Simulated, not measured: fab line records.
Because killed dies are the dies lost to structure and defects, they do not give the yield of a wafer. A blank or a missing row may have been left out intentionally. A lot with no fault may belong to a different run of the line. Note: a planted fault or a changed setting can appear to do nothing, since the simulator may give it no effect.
Which tool is to blame? -- flow gf180mcu -- 14 lots, 42 wafers sampled, at 4 steps of a route of 602

WHAT THE GAUGES READ, wafer by wafer
GF_V5_THK_MEAS_01. Usual: V5_CVD_00_THK typically reads 299 nm, with standard deviation 3.1.
lot,measured,on,V5_CVD_00_THK (nm),flag
L290,day 26 11:05,film metro-02,302 297 301,
L291,day 26 13:43,film metro-02,296 298 301,
L292,day 26 20:47,film metro-01,298 302 304,
L293,day 27 06:25,film metro-01,295 296 293,
L294,day 27 13:10,film metro-02,299 300 302,
L295,day 27 19:20,film metro-02,302 300 303,
L297,day 28 10:31,film metro-01,304 299 299,
L298,day 28 14:42,film metro-03,296 296 295,
L300,day 29 10:19,film metro-01,299 298 293,
L301,day 29 19:04,film metro-03,300 301 297,
L309,day 31 22:13,film metro-02,300 303 297,
L310,day 32 00:55,film metro-03,298 302 300,
L311,day 32 08:23,film metro-01,298 299 303,
L312,day 32 12:34,film metro-02,295 292 300,

GF_V5_BOW_MEAS_05. Usual: V5_BOW typically reads 132 um, with standard deviation 10.
lot,measured,on,V5_BOW (um),flag
L290,day 26 11:37,film metro-01,127 132 127,
L291,day 26 14:16,film metro-02,112 116 126,
L292,day 26 21:19,film metro-02,114 126 131,
L293,day 27 06:56,film metro-03,133 130 146,
L294,day 27 13:41,film metro-01,134 133 136,
L295,day 27 19:52,film metro-01,131 138 140,
L297,day 28 11:03,film metro-02,128 130 141,
L298,day 28 15:14,film metro-03,139 136 134,
L300,day 29 10:53,film metro-02,135 138 133,
L301,day 29 19:37,film metro-03,131 127 133,
L309,day 31 22:46,film metro-01,150 148 151,
L310,day 32 01:26,film metro-02,150 132 164,
L311,day 32 08:55,film metro-01,128 132 129,
L312,day 32 13:07,film metro-03,143 135 136,

GF_TOP_METAL_CD_MEAS_14 targets a cd of 440 nm. Usual: 441.2 nm for cd nm, sd 2.1.
lot,measured,on,cd nm (nm),flag
L290,day 28 06:04,cd sem-01,441.8 439.4 441.5,
L291,day 28 08:28,cd sem-01,444.2 444.5 440.6,
L292,day 28 15:19,cd sem-01,443.3 442.7 444.8,
L293,day 29 00:29,cd sem-01,439.9 438.8 441.0,
L294,day 29 05:47,cd sem-01,441.1 438.3 442.0,
L295,day 29 13:11,cd sem-01,442.6 443.1 446.0,
L297,day 30 02:04,cd sem-02,440.9 440.6 440.9,
L298,day 30 07:54,cd sem-01,440.2 440.1 438.8,
L300,day 31 01:47,cd sem-02,443.8 443.2 441.6,
L301,day 31 09:52,cd sem-01,443.2 443.3 441.8,
L309,day 33 08:41,cd sem-02,439.8 441.2 440.0,
L310,day 33 11:41,cd sem-02,438.4 437.0 439.2,
L311,day 33 17:34,cd sem-01,441.6 440.3 439.1,
L312,day 33 20:59,cd sem-02,442.7 442.3 443.1,

TOOL THAT RAN EACH LOT (tool first, then ch and the chambers of the sampled wafers, then the start)
lot,GF_M4_SPUTTER_04
L290,"pvd sputter-03, day 22 15:41"
L291,"pvd sputter-04, day 22 17:39"
L292,"pvd sputter-04, day 23 02:38"
L293,"pvd sputter-02, day 23 12:43"
L294,"pvd sputter-04, day 23 20:19"
L295,"pvd sputter-02, day 24 03:04"
L297,"pvd sputter-04, day 24 19:37"
L298,"pvd sputter-02, day 25 00:54"
L300,"pvd sputter-04, day 25 21:53"
L301,"pvd sputter-04, day 26 06:55"
L309,"pvd sputter-03, day 28 16:08"
L310,"pvd sputter-04, day 28 21:22"
L311,"pvd sputter-04, day 29 03:55"
L312,"pvd sputter-04, day 29 10:05"
- GF_M4_SPUTTER_04: material TiN, target thk 50 nm, time 41.7 s.

AS READ BY THE TOOLS THEMSELVES (means over the sampled wafers that have a number; for cases with no such wafer, the mark the record gives instead)
GF_M4_SPUTTER_04. Usual: 30.1 % for throttle valve pct, sd 1.1.
lot,tool,throttle valve pct (%),flag
L290,pvd sputter-03,30.5,
L291,pvd sputter-04,30.0,
L292,pvd sputter-04,29.8,
L293,pvd sputter-02,29.1,
L294,pvd sputter-04,29.7,
L295,pvd sputter-02,29.8,
L297,pvd sputter-04,30.1,
L298,pvd sputter-02,29.5,
L300,pvd sputter-04,30.7,
L301,pvd sputter-04,30.6,
L309,pvd sputter-03,30.6,
L310,pvd sputter-04,30.7,
L311,pvd sputter-04,29.9,
L312,pvd sputter-04,30.5,

THE ANSWER, worked out from the rows above alone
Rule: take the mean of a lot's wafers that have a number; if it is more than 3 standard deviations from the usual mean, the lot is off. A lot without any number at a reading at which 4 lots or more have one is off too. Any other lot the step has rows for is counted as sound. Order of review: gauges by route order, followed by the tools' own readings, for which a lot's mean as printed above is used. At the first step where some lot is off, the reading lying furthest off is the one used; lots without a number count as furthest.
No lot is off on any of the readings shown, so nothing can be concluded from this.

WHAT THE SIMULATOR HAD INSERTED
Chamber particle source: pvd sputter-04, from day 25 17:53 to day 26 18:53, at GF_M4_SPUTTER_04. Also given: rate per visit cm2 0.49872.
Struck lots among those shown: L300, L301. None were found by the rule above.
